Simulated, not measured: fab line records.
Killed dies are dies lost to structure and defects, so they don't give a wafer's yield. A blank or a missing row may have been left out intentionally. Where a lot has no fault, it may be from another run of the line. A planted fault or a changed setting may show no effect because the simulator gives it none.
Which tool is to blame? || flow gf180mcu || 14 lots with 42 wafers sampled at 2 steps, on a route of 602 steps

== WHAT THE GAUGES SHOWED, per wafer ==
GF_V4_OVL_MEAS_15. Usual: for V4_OVL the level is -3 nm and the standard deviation is 4.8.
{"lot": "L561", "measured": "day 25 16:27", "on": "overlay-02", "V4_OVL (nm)": "-4 0 0", "flag": ""}
{"lot": "L562", "measured": "day 26 01:42", "on": "overlay-02", "V4_OVL (nm)": "-4 -1 -3", "flag": ""}
{"lot": "L563", "measured": "day 26 09:13", "on": "overlay-02", "V4_OVL (nm)": "-4 8 -11", "flag": ""}
{"lot": "L564", "measured": "day 26 15:25", "on": "overlay-01", "V4_OVL (nm)": "-5 1 -2", "flag": ""}
{"lot": "L566", "measured": "day 27 08:45", "on": "overlay-02", "V4_OVL (nm)": "-4 -9 -13", "flag": ""}
{"lot": "L568", "measured": "day 28 00:13", "on": "overlay-01", "V4_OVL (nm)": "-10 -7 -11", "flag": ""}
{"lot": "L569", "measured": "day 28 05:42", "on": "overlay-01", "V4_OVL (nm)": "-7 -9 -6", "flag": ""}
{"lot": "L570", "measured": "day 28 09:56", "on": "overlay-02", "V4_OVL (nm)": "-7 -9 -7", "flag": ""}
{"lot": "L571", "measured": "day 28 22:19", "on": "overlay-02", "V4_OVL (nm)": "1 0 -13", "flag": ""}
{"lot": "L573", "measured": "day 29 10:21", "on": "overlay-02", "V4_OVL (nm)": "7 6 0", "flag": ""}
{"lot": "L574", "measured": "day 29 16:37", "on": "overlay-02", "V4_OVL (nm)": "-9 -5 -4", "flag": ""}
{"lot": "L577", "measured": "day 30 11:42", "on": "overlay-01", "V4_OVL (nm)": "0 -6 -3", "flag": ""}
{"lot": "L578", "measured": "day 30 19:52", "on": "overlay-02", "V4_OVL (nm)": "-8 -5 3", "flag": ""}
{"lot": "L583", "measured": "day 32 00:00", "on": "overlay-02", "V4_OVL (nm)": "-2 0 -1", "flag": ""}

== EACH LOT AND THE TOOL THAT RAN IT (in order: tool; ch and the chambers of the sampled wafers; start) ==
{"lot": "L561", "GF_V4_CMP_04": "cmp-02 ch 0,1,2, day 24 18:08"}
{"lot": "L562", "GF_V4_CMP_04": "cmp-01 ch 1,2, day 25 03:58"}
{"lot": "L563", "GF_V4_CMP_04": "cmp-02 ch 0,1,2, day 25 10:48"}
{"lot": "L564", "GF_V4_CMP_04": "cmp-02 ch 0,1,2, day 25 17:38"}
{"lot": "L566", "GF_V4_CMP_04": "cmp-02 ch 0,2,3, day 26 10:54"}
{"lot": "L568", "GF_V4_CMP_04": "cmp-02 ch 1,2,3, day 27 03:25"}
{"lot": "L569", "GF_V4_CMP_04": "cmp-02 ch 1,2,3, day 27 09:22"}
{"lot": "L570", "GF_V4_CMP_04": "cmp-01 ch 0,1,3, day 27 13:14"}
{"lot": "L571", "GF_V4_CMP_04": "cmp-01 ch 0,2,3, day 28 01:56"}
{"lot": "L573", "GF_V4_CMP_04": "cmp-01 ch 1,2, day 28 14:42"}
{"lot": "L574", "GF_V4_CMP_04": "cmp-02 ch 0,3, day 28 21:11"}
{"lot": "L577", "GF_V4_CMP_04": "cmp-01 ch 0,1,2, day 29 16:21"}
{"lot": "L578", "GF_V4_CMP_04": "cmp-01 ch 1,2,3, day 30 00:10"}
{"lot": "L583", "GF_V4_CMP_04": "cmp-01 ch 0,2,3, day 31 05:37"}
- GF_V4_CMP_04: polishes SiO2.

== AS READ BY THE TOOLS THEMSELVES (means over the sampled wafers that have a number; for cases with no such wafer, the mark the record gives instead) ==
GF_V4_CMP_04. Usual: motorCurrentA 12.6 A, standard deviation 0.98; timeToEndpointS 78 s, standard deviation 5.1.
{"lot": "L561", "tool": "cmp-02", "motorCurrentA (A)": 13.1, "timeToEndpointS (s)": 74, "flag": ""}
{"lot": "L562", "tool": "cmp-01", "motorCurrentA (A)": 12.4, "timeToEndpointS (s)": 82, "flag": ""}
{"lot": "L563", "tool": "cmp-02", "motorCurrentA (A)": 12.5, "timeToEndpointS (s)": 69, "flag": ""}
{"lot": "L564", "tool": "cmp-02", "motorCurrentA (A)": 12.9, "timeToEndpointS (s)": 76, "flag": ""}
{"lot": "L566", "tool": "cmp-02", "motorCurrentA (A)": 12.1, "timeToEndpointS (s)": 73, "flag": ""}
{"lot": "L568", "tool": "cmp-02", "motorCurrentA (A)": 12.4, "timeToEndpointS (s)": 79, "flag": ""}
{"lot": "L569", "tool": "cmp-02", "motorCurrentA (A)": 12.4, "timeToEndpointS (s)": 81, "flag": ""}
{"lot": "L570", "tool": "cmp-01", "motorCurrentA (A)": 13.1, "timeToEndpointS (s)": 78, "flag": ""}
{"lot": "L571", "tool": "cmp-01", "motorCurrentA (A)": 13.0, "timeToEndpointS (s)": 82, "flag": ""}
{"lot": "L573", "tool": "cmp-01", "motorCurrentA (A)": 11.9, "timeToEndpointS (s)": 80, "flag": ""}
{"lot": "L574", "tool": "cmp-02", "motorCurrentA (A)": 11.8, "timeToEndpointS (s)": 81, "flag": ""}
{"lot": "L577", "tool": "cmp-01", "motorCurrentA (A)": 12.3, "timeToEndpointS (s)": 81, "flag": ""}
{"lot": "L578", "tool": "cmp-01", "motorCurrentA (A)": 12.7, "timeToEndpointS (s)": 82, "flag": ""}
{"lot": "L583", "tool": "cmp-01", "motorCurrentA (A)": 12.4, "timeToEndpointS (s)": 77, "flag": ""}

== THE ANSWER, worked out from the rows above alone ==
Rule: a lot counts as off when the mean over its wafers that have a number is more than 3 standard deviations away from the usual mean. Also off: a lot with no number at a reading for which 4 or more lots have one. Where the step has rows for the other lots, those lots are counted as sound. First the gauges in route order, then the tools' own readings, where a lot's mean is used as printed above. The first step at which some lot is off is used, and at that step the reading that is off furthest; a lot without a number counts as furthest.
No lot is off on any of the readings shown, so nothing can be concluded from this.

== WHAT THE SIMULATOR HAD INSERTED ==
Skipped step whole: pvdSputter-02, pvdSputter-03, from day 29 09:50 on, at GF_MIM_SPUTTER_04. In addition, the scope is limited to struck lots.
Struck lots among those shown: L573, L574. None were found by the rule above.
